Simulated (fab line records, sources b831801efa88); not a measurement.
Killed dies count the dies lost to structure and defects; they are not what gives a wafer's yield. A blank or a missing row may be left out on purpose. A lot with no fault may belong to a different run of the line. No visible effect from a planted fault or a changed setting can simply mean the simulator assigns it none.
A lot that was struck, set against a sound lot / flow sky130 / 15 out of 708 route steps
Sound: the wafers L724.3, L724.4, L724.6. Struck: wafers L730.2, L730.4, L730.6. At the end, the cause is stated.
Each step with rows lists, per side, the tool, then ch with its chambers, then its first start. Under that, the readings that differ: sound wafers / struck wafers / difference of the means / sigmas: that difference in standard deviations of wafers without a fault.
alike: same words and numbers on both sides, and readings whose means sit less than 2 such deviations apart. not compared: any withheld reading, any reading some wafer has no value for, any bound like >300 that may hide the same value, and any number with overlapping values for which the record gives no deviation.
The two part at a step that has a row with sigmas, a row that says differs or no value, or rows on one side only. Numbers that don't overlap but have no deviation are shown without sigmas and don't part them. A reading that every wafer of one side lacks parts them only if that side has two wafers or more.

first, 5 steps without rows for these wafers: SKY_LDD_LDN_COAT_02 (resist thk 1140 nm); SKY_LDD_LDN_SOFTBAKE_03 (time 60 s); SKY_LDD_LDN_EXPOSE_04 (exposes mask LDNTM, target cd 700 nm); SKY_LDD_LDN_PEB_05; SKY_LDD_LDN_DEVELOP_06 (develop time 57.14 s).
SKY_LDD_LDN_OVL_MEAS_07:
  sound: overlay-02 at day 23 09:51; struck: overlay-02 at day 25 15:53
  alike: LDD_LDN_OVL
then, 4 steps without rows for these wafers: SKY_LDD_LDN_IMPLANT_08; SKY_LDD_LDN_IMPLANT_09; SKY_LDD_LDN_IMPLANT_10; SKY_LDD_LDN_IMPLANT_11.
SKY_LDD_LDN_STRIP_12: strips in O2/N2.
  sound on plasma-asher-01 ch 0,1, day 23 10:31; struck on plasma-asher-01 ch 0,1, day 25 16:31
  alike: drypump-motor-current-A, oes-product-au, strip-time-to-endpoint-s
  not compared: rf-hours-counter-h
SKY_LDD_LDN_TW_MEAS_13:
  sound: film-metro-03 at day 23 10:35; struck: film-metro-01 at day 25 16:37
reading=LDD_LDN_TW; sound=1503 1505 1494; struck=1428 1429 1427; difference=-73; sigmas=-3
SKY_LDD_LDN_CLEAN_14: cleans in SC1/SC2, time 150 s.
  sound on wet-bench-03 ch 1, day 23 10:38; struck on wet-bench-02 ch 1, day 25 16:40
  no value came back on the struck wafers for bath-guard-temp-C (C), bath-heat-duty-pct (%); on the sound wafers bath-guard-temp-C (C) reads 69.7 69.9 69.7
then, 1 step without rows for these wafers: SKY_SPACER_CVD_00 (deposits Si3N4 from DCS/NH3, target thk 43.1 nm, time 740 s).
-- the record jumps here: 22 days lie between the struck wafers' starts before and after (it left off in module SPACER and takes up again in module PAD_OPEN, whose first step shown is number 708 of the route) --
SKY_PAD_OPEN_PROBE_99:
  sound: prober-01 at day 46 02:16; struck: prober-01 at day 47 13:21
reading=model.etest.diode-nwell-sub.leak-log10-a-cm2; sound=-7.133 -7.381 -7.34; struck=-6.541 -6.619 -6.677; difference=+0.672; sigmas=
reading=model.etest.diode-dnwell-sub.leak-log10-a-cm2; sound=-7.228 -7.328 -7.362; struck=-6.711 -6.714 -6.846; difference=+0.549; sigmas=
reading=model.etest.diode-pwell-dnwell.leak-log10-a-cm2; sound=-7.707 -7.575 -7.894; struck=-7.089 -7.336 -7.089; difference=+0.554; sigmas=
reading=model.etest.nfet_16v.off-log10-a-um; sound=-13.96 -13.89 -13.91; struck=-13.53 -13.65 -13.72; difference=+0.29; sigmas=
  alike: killed_at_M0_to_M3, killed_at_M4_up, killed-at-contacts, killed-at-front-end, killed-at-other, killed-dies, killed-open, killed-short
  not compared: model.etest.pfet_16v.off-log10-a-um

== WHERE THEY PART ==
Last at SKY_LDD_LDN_CLEAN_14 as far as this record goes, first at SKY_LDD_LDN_TW_MEAS_13. Later steps at which nothing parts them and some readings are alike: SKY_PAD_OPEN_PROBE_99.

WHY: whatever the simulator had introduced
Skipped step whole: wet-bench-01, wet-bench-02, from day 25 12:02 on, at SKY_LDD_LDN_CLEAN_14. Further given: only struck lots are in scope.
